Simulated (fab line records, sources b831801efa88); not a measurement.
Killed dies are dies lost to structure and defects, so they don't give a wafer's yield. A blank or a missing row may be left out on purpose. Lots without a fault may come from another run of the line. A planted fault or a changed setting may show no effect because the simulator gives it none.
A struck lot beside a sound one | flow sky130 | 15 steps out of a route of 708
Sound: wafers L693.2, L693.3, L693.5. Struck: wafer L697.4. (L697.3, L697.6 of the same lot were not struck and are left out.) The cause comes at the end.
At each step with rows: each side's tool, then ch and its chambers, then its first start. Under that, the readings that differ: sound wafers | struck wafers | difference of the means | sigmas: that difference in standard deviations of wafers without a fault.
alike: readings whose means differ by less than 2 such deviations, and words and numbers that are the same on both sides. not compared: withheld readings, readings that some wafer has no value for, bounds like >300 that may hide the same value, and numbers for which the record gives no deviation and whose values overlap.
The two part at a step that has a row with sigmas, a row that says differs or no value, or rows on one side only. Numbers that don't overlap but have no deviation are shown without sigmas and don't part them. A reading that every wafer of one side lacks parts them only if that side has two wafers or more.

SKY_LI_CONTACT_SPUTTER_20: material TiN, target thk 20 nm, time 80 s.
  sound on pvd_sputter-04, day 31 08:50; struck on pvd_sputter-02, day 32 21:42
  alike: throttle_valve_pct
SKY_LI_CONTACT_CVD_21: deposits W, target thk 400 nm, time 120.56 s.
  sound on cvd_w-01 ch 0, day 31 08:54; struck on cvd_w-02 ch 0, day 32 21:48
  reading                  | sound         | struck | difference | sigmas
  heater_power_outer_w (W) | 607 619 630   | 482    | -137       | -2
  heater_power_w (W)       | 1002 986 1010 | 798    | -201       | -3
  alike: chamber_pressure_Torr
  not compared: since_wet_clean_h
SKY_LI_CONTACT_RS_MEAS_22: measures by four-point-probe.
  sound on film_metro-03, day 31 09:02; struck on film_metro-01, day 32 21:56
  alike: LI_CONTACT_W_RS
SKY_LI_CONTACT_THK_MEAS_23: measures by xrf.
  sound on film_metro-03, day 31 09:09; struck on film_metro-01, day 32 22:02
  alike: LI_CONTACT_W_THK
SKY_LI_CONTACT_CMP_24: polishes, stops on PSG, t overpolish 20 s, target thk 0 nm.
  sound on cmp-01 ch 0,1, day 31 09:15; struck on cmp-02 ch 1, day 32 22:10
  reading             | sound         | struck | difference | sigmas
  motor_current_A (A) | 10.7 9.8 10.8 | 13.2   | +2.8       | +3
  alike: overpolish_run_s, time_to_endpoint_s
SKY_LOCAL_INTERCONNECT_SPUTTER_00: material TiN, target thk 100 nm, time 83.3 s.
  sound on pvd_sputter-03, day 31 09:30; struck on pvd_sputter-02, day 32 22:22
  alike: throttle_valve_pct
SKY_LOCAL_INTERCONNECT_RS_MEAS_01: measures by four-point-probe.
  sound on film_metro-03, day 31 09:35; struck on film_metro-03, day 32 22:28
  reading                            | sound             | struck | difference | sigmas
  LOCAL_INTERCONNECT_TIN_RS (ohm/sq) | 13.78 13.76 13.96 | 14.20  | +0.37      | +2
SKY_LOCAL_INTERCONNECT_THK_MEAS_02: measures by xrf.
  sound on film_metro-03, day 31 09:41; struck on film_metro-03, day 32 22:34
  alike: LOCAL_INTERCONNECT_TIN_THK
then, 4 steps without rows for these wafers: SKY_LOCAL_INTERCONNECT_DEHYDRATE_03 (time 60 s); SKY_LOCAL_INTERCONNECT_HMDS_04 (prime time 60 s); SKY_LOCAL_INTERCONNECT_COAT_05 (resist thk 60 nm); SKY_LOCAL_INTERCONNECT_COAT_06 (resist thk 450 nm).
SKY_LOCAL_INTERCONNECT_SOFTBAKE_07: time 90 s.
  sound on litho_track-04 ch 0, day 32 01:00; struck on litho_track-01 ch 0, day 33 13:00
  reading          | sound                | struck | difference | sigmas
  run_length_s (s) | 119.55 119.19 119.20 | 131.38 | +12.07     | +93
then, 1 step without rows for these wafers: SKY_LOCAL_INTERCONNECT_EXPOSE_08 (exposes mask LI1M, target cd 170 nm).
SKY_PAD_OPEN_PROBE_99:
  the record has rows for the sound wafers here (prober-01, day 47 22:40) and none for the struck ones

WHERE THEY PART
First at SKY_LI_CONTACT_CVD_21; last, within this record, at SKY_PAD_OPEN_PROBE_99.

WHY: what the simulator had put in
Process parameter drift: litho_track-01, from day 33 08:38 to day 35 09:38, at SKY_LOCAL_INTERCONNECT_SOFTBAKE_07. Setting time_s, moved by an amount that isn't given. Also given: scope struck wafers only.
